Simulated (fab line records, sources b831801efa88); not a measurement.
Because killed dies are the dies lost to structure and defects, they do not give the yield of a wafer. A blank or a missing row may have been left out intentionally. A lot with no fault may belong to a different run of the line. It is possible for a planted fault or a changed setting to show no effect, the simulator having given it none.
Problem report, 8D (eight disciplines) form, completed by code / flow gf180mcu / the parts of the form that need people (team, actions taken, sign-off) are left out

1. PROBLEM STATEMENT
Mean of cathode dc power W at GF_M4_SPUTTER_03: 2720.9 W across 6 wafers in 2 lots; on wafers with no fault it is 3000.0 W (standard deviation 0.57). That is -99 or more standard deviations from the usual mean.
The step: material Ti, target thk 10 nm, time 6.7 s.
First seen on wafer L773.3, day 28 00:00, on pvd sputter-04. At this step, 18 wafers from 6 lots have a number in the record. The rule behind "out" and "out of limits": a value lying over 4 standard deviations away from the usual mean. The other wafers with a number count as sound.

2. WHAT THIS IS AND IS NOT
question=which readings at this step | is=cathode dc power W | is not=throttle valve pct
question=which lots | is=L773, L775 | is not=L766, L767, L778, L779
question=which wafers of those lots | is=all that have a number | is not=-
question=read on which tools | is=pvd sputter-04 | is not=pvd sputter-01, pvd sputter-02
question=when | is=from day 28 00:00 | is not=up to then (6 sound wafers); but 6 sound wafers of L778, L779 came after

3. SUSPECTS, AND WHAT RULES EACH OUT
Counting: any tool at a process step up to the reading is kept as a suspect provided that every lot that is out went through it and no sound lot did after the first of them.
- plasma asher-04 at GF_V3_STRIP_18 (strips in O2/N2): ruled out as a lasting fault. Sound lots L779 ran on it after its first lot that is out, L773 (day 27 22:39).
- pvd sputter-04 at GF_M4_SPUTTER_00 (material Ti, target thk 37.5 nm, time 150 s): kept. It processed each lot that is out, first L773 at day 27 23:50, and no sound lot thereafter; up to then, the last sound lot it processed was L766 at day 25 23:36.
- pvd sputter-04 at GF_M4_SPUTTER_01 (material TiN, target thk 30 nm, time 25 s): kept. It processed each lot that is out, first L773 at day 27 23:56, and no sound lot thereafter; up to then, the last sound lot it processed was L766 at day 25 23:42.
- pvd sputter-04 at GF_M4_SPUTTER_03 (material Ti, target thk 10 nm, time 6.7 s): kept. It processed each lot that is out, first L773 at day 28 00:00, and no sound lot thereafter; up to then, the last sound lot it processed was L766 at day 25 23:46. Out on those wafers are its own readings of cathode dc power W.
Still standing after the count: pvd sputter-04 at GF_M4_SPUTTER_00, pvd sputter-04 at GF_M4_SPUTTER_01, pvd sputter-04 at GF_M4_SPUTTER_03.

4. THE CAUSE (what the simulator had put in)
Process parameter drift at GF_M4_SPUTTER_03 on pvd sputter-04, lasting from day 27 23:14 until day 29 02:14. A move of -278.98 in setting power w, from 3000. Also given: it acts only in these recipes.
Of the 3 suspects that counting leaves, this tool is one.

5. THE EFFECT CHAIN, in route order
One row per reading whose mean, taken over the struck wafers that have a number, lies over 3 standard deviations from the usual. Only readings whose record carries a usual standard deviation are examined. hours: median over the lots of the time between each lot's start at the first step of this table that gives one and its start at this step. sigmas: the change, counted in usual standard deviations.
hours=0; step=GF_M4_SPUTTER_03; reading=cathode dc power W; usual=3000.0 W; on struck wafers=2720.9; change=-279.1; sigmas=-99 or more
It contains these process steps:
- GF_M4_SPUTTER_03: material Ti, target thk 10 nm, time 6.7 s.

6. WHAT WOULD HAVE CAUGHT IT SOONER
In this record the first reading out of limits was taken at day 28 00:00, 1 hour after the fault began at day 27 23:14.
